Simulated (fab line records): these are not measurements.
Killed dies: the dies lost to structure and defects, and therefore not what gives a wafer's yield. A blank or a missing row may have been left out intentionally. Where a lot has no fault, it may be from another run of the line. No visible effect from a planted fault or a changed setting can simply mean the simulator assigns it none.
fab line records + flow sfq_line
record
- lots=6
- wafers=18
- last_day=91
route steps=325 shown I1@77 M2@88 I2@103 M3@118 M8@325
lots untouched by any fault: they come from a run of this same line in which no faults occurred
start_h: the number of hours between the record's first day and the start of the first shown wafer of the lot + wait_h: hours from the lot's prior step to this one + " repeats the value in the row above + L1.1+2: a row that stands for several wafers + - value missing, or start not given + * or withheld: withheld + < > ~ a bound
route shown NAME@n: a module of which the file shows steps, and the number in the route of the first + usual: mean/standard deviation of fault-free wafers + same: alike in all rows + chamber/n: place in a boat + sites: readings site by site + _std_site: standard deviation across them + _edge_site: the outer-site mean with the inner-site mean subtracted + radius_mm: for every site, how far away it sits from the centre of the wafer + mask NAME#n: copy n + behind: the most recent tool/chamber to have shaped the wafer + hold: what put the lot on hold/how long, in hours/how the hold closed + device: the transistor (n, p or np) that didn't switch + end of line: at the end of the route, the tests of the same wafers + a step without rows: its recipe alone + killed: dies lost to structure and defects at the first sort, not the wafer's yield + map: dies across one wafer; x = killed, . = not, _ = none there
set.NAME: the setting as run; set.NAME@STEP: as run at that earlier step + model.NAME: the simulator's own value behind a step, which no gauge read
lots seen at some steps along the route; tables by step, rows by wafer
services: the hour from which a tool's chamber was out of use, counted from the record's first day as start_h (under 0 if before that day), plus the number of hours and why
## steps
# step SFQ_TRILAYER_I1_VIA_LITHO_COAT_054
# recipe
- resist=BARC
- spin_rpm=3000
- resist_thk_nm=62
# step SFQ_TRILAYER_I1_VIA_LITHO_COAT_049
# recipe
- resist=KrF
- spin_rpm=3000
- resist_thk_nm=650
# step SFQ_TRILAYER_I1_VIA_LITHO_SOFTBAKE_053
# recipe
- temp_c=withheld
- time_s=withheld
- resist=KrF
# step SFQ_TRILAYER_I1_VIA_LITHO_EXPOSE_050
# recipe
- mask_id=I1
- na=0.6
- source_shape=conventional
- sigma_outer=0.65
- target_cd_nm=500
- dose_mj=21.3
# step SFQ_TRILAYER_I1_VIA_LITHO_PEB_052
# recipe
- peb_temp_c=115
- peb_time_s=60
- resist=KrF
# step SFQ_TRILAYER_I1_VIA_LITHO_DEVELOP_051
# recipe
- time_s=60
- resist=KrF
# step SFQ_I1_OVL_MEAS_913
# usual
- I1_OVL=3/5.7
| lot.wafer | tool       | chamber | start_h | wait_h | I1_OVL[nm] |
|-----------|------------|---------|---------|--------|------------|
| L365.2    | overlay-02 | -       | 747.37  | 0.1    | 0          |
| L365.3    | "          | -       | "       | "      | 3          |
| L365.6    | "          | -       | "       | "      | 2          |
| L368.1    | overlay-02 | -       | 759.41  | 0.1    | 4          |
| L368.2    | "          | -       | "       | "      | 2          |
| L368.6    | "          | -       | "       | "      | 3          |
| L375.1    | overlay-01 | -       | 824.33  | 0.1    | 9          |
| L375.3    | "          | -       | "       | "      | 8          |
| L375.5    | "          | -       | "       | "      | 10         |
| L376.1    | overlay-02 | -       | 845.83  | 0.1    | 6          |
| L376.2    | "          | -       | "       | "      | 15         |
| L376.3    | "          | -       | "       | "      | 10         |
| L378.2    | overlay-02 | -       | 885.24  | 0.1    | 7          |
| L378.3    | "          | -       | "       | "      | 17         |
| L378.5    | "          | -       | "       | "      | 8          |
| L380.1    | overlay-02 | -       | 910.43  | 0.1    | -6         |
| L380.3    | "          | -       | "       | "      | -10        |
| L380.6    | "          | -       | "       | "      | -5         |
# step SFQ_TRILAYER_I1_VIA_BARC_OPEN_VIA_ETCH_071
# recipe
- mask_material=PR
- chemistry=O2
- target_depth_nm=125
- target=BARC
- source_w=500
- bias_w=80
- pressure_mtorr=30
- time_s=41.7
# step SFQ_TRILAYER_I1_VIA_ETCH_VIA_ETCH_052
# recipe
- target=SiO2
- stop_on=Nb
- mask_material=PR
- taper_deg=20
- chemistry=CHF3
- target_depth_nm=260
- source_w=500
- bias_w=80
- pressure_mtorr=30
- time_s=withheld
# usual
- drypump_motor_current_A=5.6/0.42
- oes_product_au=0.854/0.0055
| lot.wafer | tool        | chamber | start_h | wait_h | drypump_motor_current_A | oes_product_au |
|-----------|-------------|---------|---------|--------|-------------------------|----------------|
| L365.2    | rie_diel-03 | 3       | 747.44  | 0.0    | 5.8                     | 0.854          |
| L365.3    | "           | 1       | "       | "      | 5.6                     | 0.851          |
| L365.6    | "           | 1       | "       | "      | 5.6                     | 0.861          |
| L368.1    | rie_diel-04 | 0       | 759.48  | 0.0    | 5.4                     | 0.853          |
| L368.2    | "           | 1       | "       | "      | 6.2                     | 0.859          |
| L368.6    | "           | 0       | "       | "      | 5.5                     | 0.856          |
| L375.1    | rie_diel-03 | 2       | 824.41  | 0.0    | 4.7                     | 0.867          |
| L375.3    | "           | 0       | "       | "      | 5.6                     | 0.865          |
| L375.5    | "           | 0       | "       | "      | 5.6                     | 0.860          |
| L376.1    | rie_diel-03 | 0       | 845.90  | 0.0    | 5.6                     | 0.859          |
| L376.2    | "           | 2       | "       | "      | 4.7                     | 0.854          |
| L376.3    | "           | 1       | "       | "      | 5.6                     | 0.853          |
| L378.2    | rie_diel-03 | 3       | 885.31  | 0.0    | 5.7                     | 0.848          |
| L378.3    | "           | 1       | "       | "      | 5.6                     | 0.852          |
| L378.5    | "           | 2       | "       | "      | 4.7                     | 0.849          |
| L380.1    | rie_diel-01 | 1       | 910.51  | 0.0    | 5.4                     | 0.852          |
| L380.3    | "           | 3       | "       | "      | 5.4                     | 0.858          |
| L380.6    | "           | 3       | "       | "      | 5.4                     | 0.859          |
# step SFQ_TRILAYER_I1_VIA_STRIP_STRIP_053
# recipe
- gas=O2
- power_w=200
- platen_temp_c=40
- overash_fraction=0.65
- chemistry=O2
- pressure_mtorr=50
# usual
- drypump_motor_current_A=5.9/0.34
- oes_product_au=1.001/0.0077
| lot.wafer | tool         | chamber | start_h | wait_h | drypump_motor_current_A | oes_product_au | rf_hours_counter_h |
|-----------|--------------|---------|---------|--------|-------------------------|----------------|--------------------|
| L365.2    | rie_metal-01 | 0       | 747.55  | -      | 5.4                     | 0.984          | 31                 |
| L365.3    | "            | 1       | "       | "      | 5.6                     | 1.004          | -                  |
| L365.6    | "            | 1       | "       | "      | 5.6                     | 0.994          | -                  |
| L368.1    | rie_metal-01 | 0       | 759.60  | -      | 5.4                     | 0.988          | 33                 |
| L368.2    | "            | 1       | "       | "      | 5.6                     | 1.004          | 106                |
| L368.6    | "            | 1       | "       | "      | 5.6                     | 0.997          | -                  |
| L375.1    | rie_metal-03 | 1       | 824.52  | -      | 6.1                     | 1.002          | 86                 |
| L375.3    | "            | 0       | "       | "      | 6.3                     | 1.000          | -                  |
| L375.5    | "            | 0       | "       | "      | 6.3                     | 1.003          | -                  |
| L376.1    | rie_metal-01 | 0       | 846.02  | -      | 5.4                     | 0.999          | 44                 |
| L376.2    | "            | 1       | "       | "      | 5.6                     | 1.001          | 116                |
| L376.3    | "            | 1       | "       | "      | 5.6                     | 1.010          | -                  |
| L378.2    | rie_metal-02 | 0       | 885.42  | -      | 6.1                     | 1.010          | 114                |
| L378.3    | "            | 0       | "       | "      | 6.1                     | 0.998          | -                  |
| L378.5    | "            | 0       | "       | "      | 6.1                     | 0.998          | -                  |
| L380.1    | rie_metal-02 | 1       | 910.62  | -      | 5.5                     | 0.997          | 61                 |
| L380.3    | "            | 1       | "       | "      | 5.6                     | 1.007          | -                  |
| L380.6    | "            | 1       | "       | "      | 5.6                     | 1.010          | -                  |
# step SFQ_TRILAYER_I1_VIA_STRIP_SOLV_CLEAN_054
# recipe
- chemistry=NMP
- temp_c=70
- time_s=600
# step SFQ_TRILAYER_M2_DEP_PRE_CLEAN_056
# recipe
- gas=Ar
- time_s=22.5
- bias_v=250
# step SFQ_TRILAYER_M2_DEP_SPUTTER_055
# recipe
- material=Nb
- base_pressure_pa=1.33e-06
- chamber_pressure_pa=0.1333
- substrate_temp_c=20
- resputter_cathode_voltage_v=400
- target_thk_nm=200
- power_w=2000
- time_s=133.3
# usual
- cathode_dc_power_W=2000.0/0.33
- throttle_valve_pct=30.4/1
| lot.wafer | tool           | chamber | start_h | wait_h | cathode_dc_power_W | throttle_valve_pct | model.Nb_of_TRILAYER_M2_DEP_SPUTTER_055.thk_nm |
|-----------|----------------|---------|---------|--------|--------------------|--------------------|------------------------------------------------|
| L365.2    | pvd_sputter-04 | -       | 748.53  | 0.0    | 1999.6             | 30.7               | 205.2                                          |
| L365.3    | "              | -       | "       | "      | 2000.5             | 29.6               | 203.3                                          |
| L365.6    | "              | -       | "       | "      | 1999.8             | 31.1               | 148.4                                          |
| L368.1    | pvd_sputter-04 | -       | 760.40  | 0.0    | 1999.9             | 29.7               | 199                                            |
| L368.2    | "              | -       | "       | "      | 2000.3             | 31.6               | 197                                            |
| L368.6    | "              | -       | "       | "      | 1999.8             | 29.3               | 140.8                                          |
| L375.1    | pvd_sputter-03 | -       | 825.33  | 0.0    | 1999.7             | 29.6               | 201.5                                          |
| L375.3    | "              | -       | "       | "      | 2000.0             | 31.8               | 200.1                                          |
| L375.5    | "              | -       | "       | "      | 2000.2             | 29.0               | 201.3                                          |
| L376.1    | pvd_sputter-04 | -       | 846.82  | 0.0    | 1999.9             | 31.9               | 201.1                                          |
| L376.2    | "              | -       | "       | "      | 1999.7             | 31.1               | 199.5                                          |
| L376.3    | "              | -       | "       | "      | 2000.5             | 30.8               | 200                                            |
| L378.2    | pvd_sputter-04 | -       | 886.63  | 0.0    | 1999.6             | 30.5               | 197.9                                          |
| L378.3    | "              | -       | "       | "      | 1999.6             | 31.8               | 196.8                                          |
| L378.5    | "              | -       | "       | "      | 1999.7             | 31.5               | 198.1                                          |
| L380.1    | pvd_sputter-03 | -       | 912.03  | 0.0    | 2000.0             | 29.2               | 201.7                                          |
| L380.3    | "              | -       | "       | "      | 1999.8             | 29.5               | 200.3                                          |
| L380.6    | "              | -       | "       | "      | 2000.2             | 31.7               | 198.6                                          |
# step SFQ_M2_RS_MEAS_914
# recipe
- thk_meas_gauge=four-point-probe
- reads=Nb_of_TRILAYER_M2_DEP_SPUTTER_055
# usual
- M2_NB_RS=0.892/0.0076
| lot.wafer | tool          | chamber | start_h | wait_h | M2_NB_RS[ohm/sq] |
|-----------|---------------|---------|---------|--------|------------------|
| L365.2    | film_metro-04 | -       | 748.64  | 0.1    | 0.866            |
| L365.3    | "             | -       | "       | "      | 0.875            |
| L365.6    | "             | -       | "       | "      | 1.207            |
| L368.1    | film_metro-04 | -       | 760.49  | 0.0    | 0.895            |
| L368.2    | "             | -       | "       | "      | 0.903            |
| L368.6    | "             | -       | "       | "      | 1.270            |
| L375.1    | film_metro-01 | -       | 825.42  | 0.0    | 0.884            |
| L375.3    | "             | -       | "       | "      | 0.891            |
| L375.5    | "             | -       | "       | "      | 0.884            |
| L376.1    | film_metro-04 | -       | 846.91  | 0.0    | 0.888            |
| L376.2    | "             | -       | "       | "      | 0.895            |
| L376.3    | "             | -       | "       | "      | 0.892            |
| L378.2    | film_metro-03 | -       | 886.74  | 0.1    | 0.900            |
| L378.3    | "             | -       | "       | "      | 0.902            |
| L378.5    | "             | -       | "       | "      | 0.898            |
| L380.1    | film_metro-03 | -       | 912.12  | 0.0    | 0.882            |
| L380.3    | "             | -       | "       | "      | 0.886            |
| L380.6    | "             | -       | "       | "      | 0.895            |
# step SFQ_TRILAYER_M2_LITHO_COAT_062
# recipe
- resist=BARC
- spin_rpm=3000
- resist_thk_nm=62
# step SFQ_TRILAYER_M2_LITHO_COAT_057
# recipe
- resist=KrF
- spin_rpm=3000
- resist_thk_nm=600
# step SFQ_TRILAYER_M2_LITHO_SOFTBAKE_061
# recipe
- temp_c=withheld
- time_s=withheld
- resist=KrF
# step SFQ_TRILAYER_M2_LITHO_EXPOSE_058
# recipe
- mask_id=M2
- na=0.6
- source_shape=conventional
- sigma_outer=0.65
- target_cd_nm=500
- dose_mj=14.4
# step SFQ_TRILAYER_M2_LITHO_PEB_060
# recipe
- peb_temp_c=115
- peb_time_s=60
- resist=KrF
# step SFQ_TRILAYER_M2_LITHO_DEVELOP_059
# recipe
- time_s=60
- resist=KrF
# step SFQ_M2_OVL_MEAS_916
# usual
- M2_OVL=-4/6.1
| lot.wafer | tool       | chamber | start_h | wait_h | M2_OVL[nm] |
|-----------|------------|---------|---------|--------|------------|
| L365.2    | overlay-01 | -       | 875.83  | 0.1    | -8         |
| L365.3    | "          | -       | "       | "      | -5         |
| L365.6    | "          | -       | "       | "      | -4         |
| L368.1    | overlay-01 | -       | 892.43  | 0.1    | -6         |
| L368.2    | "          | -       | "       | "      | -6         |
| L368.6    | "          | -       | "       | "      | -2         |
| L375.1    | overlay-01 | -       | 975.08  | 0.1    | -9         |
| L375.3    | "          | -       | "       | "      | -14        |
| L375.5    | "          | -       | "       | "      | -11        |
| L376.1    | overlay-01 | -       | 996.68  | 0.1    | -4         |
| L376.2    | "          | -       | "       | "      | 0          |
| L376.3    | "          | -       | "       | "      | -8         |
| L378.2    | overlay-01 | -       | 1037.09 | 0.1    | -13        |
| L378.3    | "          | -       | "       | "      | -15        |
| L378.5    | "          | -       | "       | "      | -11        |
| L380.1    | overlay-01 | -       | 1050.28 | 0.1    | 6          |
| L380.3    | "          | -       | "       | "      | 6          |
| L380.6    | "          | -       | "       | "      | 8          |
# step SFQ_TRILAYER_M2_BARC_OPEN_METAL_ETCH_077
# recipe
- mask_material=PR
- chemistry=O2
- target_depth_nm=125
- target=BARC
- icp_w=600
- bias_w=80
- pressure_mtorr=10
- time_s=41.7
# step SFQ_TRILAYER_M2_ETCH_METAL_ETCH_060
# recipe
- target=Nb
- stop_on=SiO2
- mask_material=PR
- chemistry=Cl2/Ar
- target_depth_nm=240
- icp_w=600
- bias_w=80
- pressure_mtorr=10
- time_s=120
# usual
- drypump_motor_current_A=6.0/0.47
- oes_product_au=0.893/0.0066
| lot.wafer | tool         | chamber | start_h | wait_h | drypump_motor_current_A | oes_product_au | rf_hours_counter_h |
|-----------|--------------|---------|---------|--------|-------------------------|----------------|--------------------|
| L365.2    | rie_metal-03 | 1       | 875.92  | 0.0    | 6.0                     | 0.905          | 92                 |
| L365.3    | "            | 1       | "       | "      | 6.0                     | 0.900          | -                  |
| L365.6    | "            | 0       | "       | "      | 6.4                     | 0.757          | -                  |
| L368.1    | rie_metal-04 | 1       | 892.55  | 0.1    | 6.7                     | 0.888          | 58                 |
| L368.2    | "            | 0       | "       | "      | 6.5                     | 0.887          | 54                 |
| L368.6    | "            | 0       | "       | "      | 6.5                     | 0.741          | -                  |
| L375.1    | rie_metal-03 | 0       | 975.18  | 0.0    | 6.3                     | 0.903          | 120                |
| L375.3    | "            | 1       | "       | "      | 6.0                     | 0.894          | -                  |
| L375.5    | "            | 1       | "       | "      | 6.1                     | 0.902          | -                  |
| L376.1    | rie_metal-01 | 1       | 996.78  | 0.0    | 5.6                     | 0.900          | 134                |
| L376.2    | "            | 0       | "       | "      | 5.4                     | 0.900          | 66                 |
| L376.3    | "            | 0       | "       | "      | 5.4                     | 0.890          | -                  |
| L378.2    | rie_metal-01 | 0       | 1037.18 | 0.0    | 5.4                     | 0.891          | 72                 |
| L378.3    | "            | 0       | "       | "      | 5.4                     | 0.893          | -                  |
| L378.5    | "            | 1       | "       | "      | 5.6                     | 0.896          | -                  |
| L380.1    | rie_metal-03 | 0       | 1050.38 | 0.0    | 6.3                     | 0.895          | 126                |
| L380.3    | "            | 0       | "       | "      | 6.4                     | 0.912          | -                  |
| L380.6    | "            | 1       | "       | "      | 6.0                     | 0.885          | -                  |
# step SFQ_TRILAYER_M2_STRIP_STRIP_061
# recipe
- gas=O2
- power_w=200
- platen_temp_c=40
- overash_fraction=0.65
- chemistry=O2
- pressure_mtorr=50
# usual
- drypump_motor_current_A=6.0/0.46
- oes_product_au=1.000/0.0085
| lot.wafer | tool         | chamber | start_h | wait_h | drypump_motor_current_A | oes_product_au | rf_hours_counter_h |
|-----------|--------------|---------|---------|--------|-------------------------|----------------|--------------------|
| L365.2    | rie_metal-03 | 1       | 876.05  | 0.1    | 6.1                     | 1.024          | 93                 |
| L365.3    | "            | 1       | "       | "      | 6.1                     | 1.020          | -                  |
| L365.6    | "            | 0       | "       | "      | 6.4                     | 1.001          | -                  |
| L368.1    | rie_metal-04 | 1       | 892.72  | 0.1    | 6.6                     | 0.989          | 58                 |
| L368.2    | "            | 0       | "       | "      | 6.5                     | 0.997          | 54                 |
| L368.6    | "            | 0       | "       | "      | 6.4                     | 1.007          | -                  |
| L375.1    | rie_metal-03 | 0       | 975.31  | 0.1    | 6.3                     | 0.998          | 120                |
| L375.3    | "            | 1       | "       | "      | 6.1                     | 1.003          | -                  |
| L375.5    | "            | 1       | "       | "      | 6.0                     | 1.000          | -                  |
| L376.1    | rie_metal-01 | 1       | 996.91  | 0.1    | 5.6                     | 0.987          | 134                |
| L376.2    | "            | 0       | "       | "      | 5.4                     | 0.992          | 66                 |
| L376.3    | "            | 0       | "       | "      | 5.4                     | 0.995          | -                  |
| L378.2    | rie_metal-01 | 0       | 1037.31 | 0.1    | 5.4                     | 1.005          | 72                 |
| L378.3    | "            | 0       | "       | "      | 5.4                     | 0.994          | -                  |
| L378.5    | "            | 1       | "       | "      | 5.6                     | 1.003          | -                  |
| L380.1    | rie_metal-03 | 0       | 1050.51 | 0.1    | 6.3                     | 1.003          | 126                |
| L380.3    | "            | 0       | "       | "      | 6.4                     | 0.995          | -                  |
| L380.6    | "            | 1       | "       | "      | 6.1                     | 1.020          | -                  |
# step SFQ_TRILAYER_M2_STRIP_SOLV_CLEAN_062
# recipe
- chemistry=NMP
- temp_c=70
- time_s=600
# step SFQ_TRILAYER_I2_DEP_PECVD_063
# recipe
- material=SiO2
- temp_c=150
- time_s=111.11
- pressure_torr=2.4
- rf_w=183.3
- precursor=SiH4/N2O
- target_thk_nm=500
# step SFQ_TRILAYER_I2_CMP_CMP_064
# recipe
- material=SiO2
- down_force_psi=3
- platen_rpm=60
- pad_velocity_m_s=0.94248
# usual
- motor_current_A=9.8/0.86
- time_to_endpoint_s=216/7
| lot.wafer | tool   | chamber | start_h | wait_h | motor_current_A | time_to_endpoint_s |
|-----------|--------|---------|---------|--------|-----------------|--------------------|
| L365.3    | cmp-02 | 2       | 877.08  | 0.0    | 9.7             | 218                |
| L365.2    | "      | 3       | "       | "      | 11.3            | 222                |
| L365.6    | "      | 3       | 879.58  | 2.5    | 10.6            | 216                |
| L368.2    | cmp-01 | 1       | 897.19  | 3.5    | 9.1             | 219                |
| L368.1    | "      | 2       | "       | "      | 10.0            | 203                |
| L368.6    | "      | 0       | 898.69  | 4.9    | 8.0             | 213                |
| L375.1    | cmp-02 | 3       | 977.66  | 1.5    | 10.9            | 219                |
| L375.3    | "      | 0       | "       | "      | 10.7            | 216                |
| L375.5    | "      | 3       | 979.66  | 3.5    | 11.1            | 225                |
| L376.1    | cmp-01 | 1       | 998.48  | 0.8    | 8.4             | 216                |
| L376.2    | "      | 2       | "       | "      | 10.0            | 215                |
| L376.3    | "      | 3       | "       | "      | 10.3            | 212                |
| L378.2    | cmp-01 | 1       | 1038.16 | 0.0    | 8.9             | 221                |
| L378.3    | "      | 2       | "       | "      | 9.8             | 214                |
| L378.5    | "      | 2       | 1040.66 | 2.5    | 9.8             | 213                |
| L380.1    | cmp-01 | 3       | 1051.36 | 0.0    | 9.5             | 222                |
| L380.3    | "      | 1       | 1052.36 | 1.0    | 8.8             | 221                |
| L380.6    | "      | 0       | 1053.86 | 2.5    | 8.3             | 222                |
# step SFQ_I2_BOW_MEAS_917
# recipe
- mode=bow
# usual
- I2_BOW=3/8.4
| lot.wafer | tool          | chamber | start_h | wait_h | I2_BOW[um] |
|-----------|---------------|---------|---------|--------|------------|
| L365.2    | film_metro-04 | -       | 880.10  | 2.0    | -13        |
| L365.3    | "             | -       | "       | "      | -12        |
| L365.6    | "             | -       | "       | "      | -7         |
| L368.1    | film_metro-04 | -       | 899.69  | 1.5    | 8          |
| L368.2    | "             | -       | "       | "      | -10        |
| L368.6    | "             | -       | "       | "      | 2          |
| L375.1    | film_metro-04 | -       | 980.16  | 2.0    | 8          |
| L375.3    | "             | -       | "       | "      | 7          |
| L375.5    | "             | -       | "       | "      | 13         |
| L376.1    | film_metro-04 | -       | 1000.98 | 2.0    | -7         |
| L376.2    | "             | -       | "       | "      | -3         |
| L376.3    | "             | -       | "       | "      | 6          |
| L378.2    | film_metro-02 | -       | 1041.18 | 2.5    | 8          |
| L378.3    | "             | -       | "       | "      | -13        |
| L378.5    | "             | -       | "       | "      | 1          |
| L380.1    | film_metro-04 | -       | 1054.36 | 2.5    | 7          |
| L380.3    | "             | -       | "       | "      | -1         |
| L380.6    | "             | -       | "       | "      | -1         |
# step SFQ_TRILAYER_I2_METRO_MEASURE_065
# step SFQ_TRILAYER_I2_VIA_LITHO_COAT_072
# recipe
- resist=BARC
- spin_rpm=3000
- resist_thk_nm=62
# step SFQ_TRILAYER_I2_VIA_LITHO_COAT_067
# recipe
- resist=KrF
- spin_rpm=3000
- resist_thk_nm=650
# step SFQ_TRILAYER_I2_VIA_LITHO_SOFTBAKE_071
# recipe
- temp_c=withheld
- time_s=withheld
- resist=KrF
# step SFQ_TRILAYER_I2_VIA_LITHO_EXPOSE_068
# recipe
- mask_id=I2
- na=0.6
- source_shape=conventional
- sigma_outer=0.65
- target_cd_nm=500
- dose_mj=21.3
# step SFQ_TRILAYER_I2_VIA_LITHO_PEB_070
# recipe
- peb_temp_c=115
- peb_time_s=60
- resist=KrF
# step SFQ_TRILAYER_I2_VIA_LITHO_DEVELOP_069
# recipe
- time_s=60
- resist=KrF
# step SFQ_I2_OVL_MEAS_918
# usual
- I2_OVL=-2/5.1
| lot.wafer | tool       | chamber | start_h | wait_h | I2_OVL[nm] |
|-----------|------------|---------|---------|--------|------------|
| L365.2    | overlay-02 | -       | 1031.09 | 0.1    | -1         |
| L365.3    | "          | -       | "       | "      | 2          |
| L365.6    | "          | -       | "       | "      | -2         |
| L368.1    | overlay-02 | -       | 1044.28 | 0.1    | -3         |
| L368.2    | "          | -       | "       | "      | -2         |
| L368.6    | "          | -       | "       | "      | 2          |
| L375.1    | overlay-01 | -       | 1132.01 | 0.1    | -5         |
| L375.3    | "          | -       | "       | "      | -4         |
| L375.5    | "          | -       | "       | "      | -11        |
| L376.1    | overlay-02 | -       | 1153.61 | 0.1    | -5         |
| L376.2    | "          | -       | "       | "      | -4         |
| L376.3    | "          | -       | "       | "      | -7         |
| L378.2    | overlay-01 | -       | 1194.91 | 0.1    | -7         |
| L378.3    | "          | -       | "       | "      | -4         |
| L378.5    | "          | -       | "       | "      | -6         |
| L380.1    | overlay-02 | -       | 1206.90 | 0.1    | -1         |
| L380.3    | "          | -       | "       | "      | 1          |
| L380.6    | "          | -       | "       | "      | -1         |
# step SFQ_TRILAYER_I2_VIA_BARC_OPEN_VIA_ETCH_096
# recipe
- mask_material=PR
- chemistry=O2
- target_depth_nm=125
- target=BARC
- source_w=500
- bias_w=80
- pressure_mtorr=30
- time_s=41.7
# step SFQ_TRILAYER_I2_VIA_ETCH_VIA_ETCH_070
# recipe
- target=SiO2
- stop_on=Nb
- mask_material=PR
- taper_deg=20
- chemistry=CHF3
- target_depth_nm=260
- source_w=500
- bias_w=80
- pressure_mtorr=30
- time_s=withheld
# usual
- drypump_motor_current_A=5.7/0.41
- oes_product_au=0.855/0.0052
| lot.wafer | tool        | chamber | start_h | wait_h | drypump_motor_current_A | oes_product_au |
|-----------|-------------|---------|---------|--------|-------------------------|----------------|
| L365.2    | rie_diel-04 | 0       | 1031.16 | 0.0    | 5.5                     | 0.860          |
| L365.3    | "           | 2       | "       | "      | 5.5                     | 0.850          |
| L365.6    | "           | 0       | "       | "      | 5.5                     | 0.850          |
| L368.1    | rie_diel-04 | 3       | 1044.36 | 0.0    | 5.9                     | 0.850          |
| L368.2    | "           | 1       | "       | "      | 6.2                     | 0.849          |
| L368.6    | "           | 2       | "       | "      | 5.5                     | 0.857          |
| L375.1    | rie_diel-02 | 2       | 1132.09 | 0.0    | 5.9                     | 0.852          |
| L375.3    | "           | 3       | "       | "      | 6.2                     | 0.857          |
| L375.5    | "           | 3       | "       | "      | 6.2                     | 0.854          |
| L376.1    | rie_diel-02 | 3       | 1153.69 | 0.0    | 6.2                     | 0.855          |
| L376.2    | "           | 0       | "       | "      | 5.9                     | 0.852          |
| L376.3    | "           | 1       | "       | "      | 5.2                     | 0.852          |
| L378.2    | rie_diel-02 | 1       | 1194.98 | 0.0    | 5.2                     | 0.857          |
| L378.3    | "           | 0       | "       | "      | 6.0                     | 0.860          |
| L378.5    | "           | 1       | "       | "      | 5.1                     | 0.850          |
| L380.1    | rie_diel-02 | 0       | 1206.98 | 0.0    | 5.9                     | 0.842          |
| L380.3    | "           | 1       | "       | "      | 5.2                     | 0.856          |
| L380.6    | "           | 1       | "       | "      | 5.2                     | 0.858          |
# step SFQ_TRILAYER_I2_VIA_STRIP_STRIP_071
# recipe
- gas=O2
- power_w=200
- platen_temp_c=40
- overash_fraction=0.65
- chemistry=O2
- pressure_mtorr=50
# step SFQ_TRILAYER_I2_VIA_STRIP_SOLV_CLEAN_072
# recipe
- chemistry=NMP
- temp_c=70
- time_s=600
# step SFQ_TRILAYER_M3_DEP_PRE_CLEAN_074
# recipe
- gas=Ar
- time_s=22.5
- bias_v=250
# step SFQ_M8_BOW_MEAS_951
# recipe
- mode=bow
# usual
- M8_BOW=9/9.5
| lot.wafer | tool          | chamber | start_h | wait_h | M8_BOW[um] | model.etest.m2.ohm_um | model.etest.i1.link_ohm | model.etest.m2.ohm_sq | model.etest.i2.link_ohm |
|-----------|---------------|---------|---------|--------|------------|-----------------------|-------------------------|-----------------------|-------------------------|
| L365.2    | film_metro-02 | -       | 2128.63 | 0.0    | -13        | 1.74                  | 1.919                   | 0.8676                | 1.952                   |
| L365.3    | "             | -       | "       | "      | -12        | 1.754                 | 1.936                   | 0.8756                | 1.966                   |
| L365.6    | "             | -       | "       | "      | -6         | 2.397                 | 2.321                   | 1.2                   | 2.285                   |
| L368.1    | film_metro-04 | -       | 2133.40 | 0.0    | 21         | 1.788                 | 1.968                   | 0.8946                | 1.963                   |
| L368.2    | "             | -       | "       | "      | 4          | 1.809                 | 1.971                   | 0.9034                | 1.981                   |
| L368.6    | "             | -       | "       | "      | 16         | 2.527                 | 2.41                    | 1.264                 | 2.348                   |
| L375.1    | film_metro-01 | -       | 2175.11 | 0.0    | 19         | 1.763                 | 1.969                   | 0.8835                | 1.975                   |
| L375.3    | "             | -       | "       | "      | 18         | 1.779                 | 1.972                   | 0.8896                | 1.981                   |
| L375.5    | "             | -       | "       | "      | 24         | 1.763                 | 1.965                   | 0.8842                | 1.979                   |
| L376.1    | film_metro-01 | -       | 2176.14 | 0.0    | 4          | 1.766                 | 1.944                   | 0.8851                | 1.966                   |
| L376.2    | "             | -       | "       | "      | 9          | 1.784                 | 1.952                   | 0.8922                | 1.978                   |
| L376.3    | "             | -       | "       | "      | 18         | 1.772                 | 1.945                   | 0.8899                | 1.97                    |
| L378.2    | film_metro-01 | -       | 2178.56 | 0.0    | 10         | 1.8                   | 1.977                   | 0.8994                | 1.973                   |
| L378.3    | "             | -       | "       | "      | -10        | 1.803                 | 1.979                   | 0.9044                | 1.969                   |
| L378.5    | "             | -       | "       | "      | 4          | 1.81                  | 1.97                    | 0.8987                | 1.965                   |
| L380.1    | film_metro-02 | -       | 2182.31 | 0.0    | 18         | 1.76                  | 1.959                   | 0.8826                | 1.963                   |
| L380.3    | "             | -       | "       | "      | 8          | 1.776                 | 1.964                   | 0.8886                | 1.959                   |
| L380.6    | "             | -       | "       | "      | 9          | 1.801                 | 1.972                   | 0.8961                | 1.965                   |
## services
| tool         | chamber | start_h | hours | kind   |
|--------------|---------|---------|-------|--------|
| rie_metal-01 | 0       | 738.82  | 4.2   | repair |
| cmp-01       | -       | 751.91  | 4.0   | pm     |
| rie_diel-03  | 1       | 752.91  | 4.6   | repair |
| cmp-01       | -       | 797.91  | 6.0   | pm     |
| cmp-01       | -       | 803.13  | 3.0   | repair |
| rie_diel-02  | 0       | 814.74  | 10.0  | repair |
| rie_metal-01 | 1       | 823.59  | 1.6   | repair |
| rie_metal-03 | -       | 828.78  | 1.4   | pm     |
| cmp-01       | -       | 854.21  | 0.6   | repair |
| rie_metal-01 | 1       | 856.89  | 16.7  | repair |
| rie_diel-03  | 2       | 880.56  | 4.3   | repair |
| rie_diel-02  | 0       | 881.29  | 5.5   | repair |
| rie_diel-03  | -       | 902.25  | 46.9  | repair |
| rie_diel-03  | 0       | 912.87  | 3.0   | repair |
| rie_diel-03  | 0       | 933.44  | 6.1   | repair |
| rie_diel-03  | 3       | 964.66  | 13.7  | repair |
| cmp-01       | -       | 971.03  | 1.0   | repair |
| rie_diel-03  | 1       | 972.44  | 13.9  | repair |
| cmp-01       | -       | 978.07  | 4.9   | pm     |
| rie_diel-03  | 2       | 999.77  | 6.0   | repair |
| cmp-01       | -       | 1008.79 | 5.6   | repair |
| rie_diel-03  | -       | 1028.42 | 2.8   | pm     |
| rie_metal-01 | -       | 1163.95 | 0.2   | repair |
| rie_metal-03 | -       | 1184.62 | 0.5   | repair |
## key
first_sign
- step=SFQ_M2_RS_MEAS_914
- reading=M2_NB_RS
- direction=up
- sigmas=45
- usual=0.892
- struck=1.238
effect
- step=SFQ_TRILAYER_M2_ETCH_METAL_ETCH_060
- reading=oes_product_au
- direction=down
- sigmas=22
- usual=0.893
- struck=0.749
model_effect
- step=SFQ_TRILAYER_M2_DEP_SPUTTER_055
- value=Nb_of_TRILAYER_M2_DEP_SPUTTER_055.thk_nm
- without=201.2
- struck=144.6
model_effect
- step=SFQ_M8_BOW_MEAS_951
- value=etest.m2.ohm_um
- without=1.769
- struck=2.462
met_at SFQ_TRILAYER_M2_DEP_SPUTTER_055
struck_wafers L365.6,L368.6
fault
- kind=process_parameter_drift
- tool=pvd_sputter-04
- chamber=-
- onset_h=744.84
- steps=SFQ_TRILAYER_M2_DEP_SPUTTER_055
- channel=target_thk_nm
- offset=-56.583
- shape=step
- end_h=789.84
- scope=struck_wafers_only
- acts_in=these_recipes_only
- stated=200
